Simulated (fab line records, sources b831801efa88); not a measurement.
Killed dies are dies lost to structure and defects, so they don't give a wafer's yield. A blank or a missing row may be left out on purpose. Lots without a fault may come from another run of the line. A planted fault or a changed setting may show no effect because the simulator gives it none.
Which tool did it? | flow gf180mcu | 13 lots, 39 wafers sampled, at 5 steps of a route of 602

WHAT THE GAUGES READ, wafer by wafer
GF_HV_LDD_RS_MEAS_53: measures by four-point-probe. Usual: HV_LDD_RS 418.0 ohm/sq, standard deviation 0.79.
lot  | measured     | on            | HV_LDD_RS (ohm/sq) | flag
L477 | day 12 11:34 | film_metro-02 | 418.2 417.0 417.6  |
L479 | day 13 20:08 | film_metro-02 | 418.9 417.8 417.8  |
L480 | day 14 00:38 | film_metro-02 | 417.3 416.9 418.2  |
L481 | day 14 07:58 | film_metro-03 | 417.3 417.6 417.2  |
L482 | day 14 14:05 | film_metro-03 | 418.0 418.4 417.7  |
L484 | day 15 06:18 | film_metro-03 | 417.3 417.3 417.4  |
L483 | day 15 07:40 | film_metro-03 | 419.7 417.8 418.3  |
L486 | day 15 23:31 | film_metro-03 | 419.7 420.4 418.8  |
L487 | day 16 03:31 | film_metro-04 | 416.8 417.3 417.2  |
L488 | day 16 09:40 | film_metro-04 | 417.6 417.8 417.4  |
L489 | day 16 17:05 | film_metro-03 | 419.1 417.7 417.8  |
L496 | day 19 03:05 | film_metro-04 | - - -              | OFF
L497 | day 19 14:32 | film_metro-03 | - - -              | OFF

GF_PSD_TW_MEAS_11. Usual: PSD_TW 3182, standard deviation 29.
lot  | measured     | on            | PSD_TW         | flag
L477 | day 14 07:31 | film_metro-03 | 3160 3168 3167 |
L479 | day 15 17:13 | film_metro-03 | 3172 3180 3164 |
L480 | day 15 22:07 | film_metro-03 | 3165 3157 3180 |
L481 | day 16 05:17 | film_metro-03 | 3160 3165 3165 |
L482 | day 16 12:23 | film_metro-01 | 3180 3191 3169 |
L484 | day 17 05:01 | film_metro-03 | 3138 3160 3136 |
L483 | day 17 07:55 | film_metro-03 | 3128 3136 3135 |
L486 | day 17 22:39 | film_metro-01 | 3213 3209 3190 |
L487 | day 18 02:42 | film_metro-03 | 3151 3135 3142 |
L488 | day 18 09:58 | film_metro-01 | 3187 3207 3215 |
L489 | day 18 17:16 | film_metro-02 | 3226 3253 3232 |
L496 | day 21 06:25 | film_metro-03 | 3161 3168 3146 |
L497 | day 21 18:06 | film_metro-01 | 3213 3188 3203 |

GF_SAB_OVL_MEAS_10. Usual: SAB_OVL -0.4 nm, standard deviation 1.4.
lot  | measured     | on         | SAB_OVL (nm)   | flag
L477 | day 15 05:40 | overlay-01 | -0.7 -0.5 0.0  |
L479 | day 16 14:28 | overlay-01 | -1.7 -1.4 -3.1 |
L480 | day 16 20:16 | overlay-02 | -0.3 1.7 -0.5  |
L481 | day 17 03:07 | overlay-01 | -2.6 -2.5 -1.8 |
L482 | day 17 11:05 | overlay-01 | -2.1 0.2 1.5   |
L484 | day 18 04:19 | overlay-02 | -0.7 0.3 -0.6  |
L483 | day 18 06:51 | overlay-02 | -0.6 -0.4 -1.1 |
L486 | day 18 23:10 | overlay-02 | -2.0 -2.1 -2.9 |
L487 | day 19 02:17 | overlay-01 | 1.6 3.4 1.8    |
L488 | day 19 10:07 | overlay-02 | -2.4 0.0 -0.2  |
L489 | day 19 18:10 | overlay-01 | -1.5 -0.2 -1.2 |
L496 | day 22 06:22 | overlay-02 | 0.0 0.9 0.2    |
L497 | day 22 17:58 | overlay-01 | 0.4 1.6 0.6    |

WHICH TOOL RAN EACH LOT (tool, then ch and the chambers of the sampled wafers, then the start)
lot  | GF_HV_LDD_IMPLANT_34            | GF_PSD_STRIP_10
L477 | implanter-01 ch 0, day 11 15:37 | plasma_asher-04 ch 0,1, day 14 07:25
L479 | implanter-04 ch 0, day 12 23:45 | plasma_asher-03 ch 0,1, day 15 17:06
L480 | implanter-03 ch 0, day 13 02:50 | plasma_asher-04 ch 0,1, day 15 22:01
L481 | implanter-01 ch 0, day 13 10:48 | plasma_asher-04 ch 0,1, day 16 05:11
L482 | implanter-03 ch 0, day 13 16:16 | plasma_asher-03 ch 0,1, day 16 12:17
L484 | implanter-03 ch 0, day 14 08:13 | plasma_asher-04 ch 0,1, day 17 04:56
L483 | implanter-04 ch 0, day 14 09:42 | plasma_asher-03 ch 0,1, day 17 07:48
L486 | implanter-04 ch 0, day 15 01:16 | plasma_asher-03 ch 0,1, day 17 22:33
L487 | implanter-04 ch 0, day 15 05:28 | plasma_asher-02 ch 0,1, day 18 02:36
L488 | implanter-04 ch 0, day 15 11:00 | plasma_asher-04 ch 0,1, day 18 09:52
L489 | implanter-03 ch 0, day 15 19:22 | plasma_asher-04 ch 0,1, day 18 17:11
L496 | implanter-03 ch 0, day 18 02:47 | plasma_asher-02 ch 0,1, day 21 06:19
L497 | implanter-03 ch 0, day 18 12:54 | plasma_asher-03 ch 0,1, day 21 17:59
- GF_HV_LDD_IMPLANT_34
- GF_PSD_STRIP_10: strips in O2/N2.

WHAT THE TOOLS THEMSELVES READ (means of the sampled wafers that have a number; where no wafer has one, the mark that the record gives instead)
GF_HV_LDD_IMPLANT_34. Usual: rotation_deg 89.995 degrees, standard deviation 0.028; tilt_deg 29.998 degrees, standard deviation 0.018.
lot  | tool         | rotation_deg (degrees) | tilt_deg (degrees) | flag
L477 | implanter-01 | 89.989                 | 30.015             |
L479 | implanter-04 | 89.994                 | 30.017             |
L480 | implanter-03 | 89.991                 | 29.983             |
L481 | implanter-01 | 89.958                 | 29.984             |
L482 | implanter-03 | 90.002                 | 29.994             |
L484 | implanter-03 | 90.009                 | 29.998             |
L483 | implanter-04 | 89.987                 | 30.001             |
L486 | implanter-04 | 90.008                 | 29.993             |
L487 | implanter-04 | 89.985                 | 29.995             |
L488 | implanter-04 | 89.994                 | 29.996             |
L489 | implanter-03 | 89.992                 | 29.977             |
L496 | implanter-03 | 90.019                 | 24.023             | OFF
L497 | implanter-03 | 90.018                 | 24.016             | OFF

GF_PSD_STRIP_10. Usual: drypump_motor_current_A 5.8 A, standard deviation 0.56; heater_power_w 307 W, standard deviation 18; oes_product_au 0.589 a.u., standard deviation 0.0047; strip_time_to_endpoint_s 16.68 s, standard deviation 0.035.
lot  | tool            | drypump_motor_current_A (A) | heater_power_w (W) | oes_product_au (a.u.) | strip_time_to_endpoint_s (s) | flag
L477 | plasma_asher-04 | 5.5                         | 307                | 0.590                 | 16.68                        |
L479 | plasma_asher-03 | 6.0                         | 301                | 0.590                 | 16.65                        |
L480 | plasma_asher-04 | 5.5                         | 312                | 0.590                 | 16.68                        |
L481 | plasma_asher-04 | 5.7                         | 318                | 0.587                 | 16.68                        |
L482 | plasma_asher-03 | 5.4                         | 285                | 0.585                 | 16.66                        |
L484 | plasma_asher-04 | 5.7                         | 318                | 0.590                 | 16.74                        |
L483 | plasma_asher-03 | 5.4                         | 293                | 0.588                 | 16.69                        |
L486 | plasma_asher-03 | 5.9                         | 295                | 0.589                 | 16.73                        |
L487 | plasma_asher-02 | 6.2                         | 317                | 0.586                 | 16.67                        |
L488 | plasma_asher-04 | 5.5                         | 309                | 0.589                 | 16.66                        |
L489 | plasma_asher-04 | 5.5                         | 304                | 0.591                 | 16.69                        |
L496 | plasma_asher-02 | 6.1                         | 307                | 0.588                 | 16.63                        |
L497 | plasma_asher-03 | 5.4                         | 286                | 0.586                 | 16.66                        |

THE ANSWER, worked out from the rows above alone
Rule: a lot is off if the mean of its wafers that have a number lies more than 3 standard deviations from the usual mean. A lot without any number at a reading at which 4 lots or more have one is off too. The other lots that the step has rows for count as sound. The gauges are gone through in route order, then the tools' own readings, and for those a lot's mean is taken as printed above. The first step at which some lot is off is used, and at that step the reading that is off furthest; a lot without a number counts as furthest.
Off: L496, L497, at GF_HV_LDD_RS_MEAS_53 (HV_LDD_RS). Without a number there: L496, L497.
A tool fits if, at a process step before that reading, it ran every lot that is off, and no sound lot after the first of them. The gauges at GF_HV_LDD_RS_MEAS_53 aren't tried: what is off there is off at GF_HV_LDD_IMPLANT_34 too, on other tools, and a gauge's error can't cause that. One fits: implanter-03 at GF_HV_LDD_IMPLANT_34. Its last sound lot is L489 (day 15 19:22), its first lot that is off L496 (day 18 02:47): a fault that began between those two fits.
The tool's own readings at GF_HV_LDD_IMPLANT_34 bear it out: on the lots that are off they differ by more than 5 times the standard deviation of the sound lots' means. tilt_deg reads 24.020 degrees there against 29.996 degrees on the sound lots.

WHAT THE SIMULATOR HAD PUT IN
Process parameter drift: implanter-03, from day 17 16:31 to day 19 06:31, at GF_HV_LDD_IMPLANT_34. Setting tilt_deg, moved by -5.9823, from 30. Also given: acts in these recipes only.
Lots struck among those shown: L496, L497. The rule above found the same.
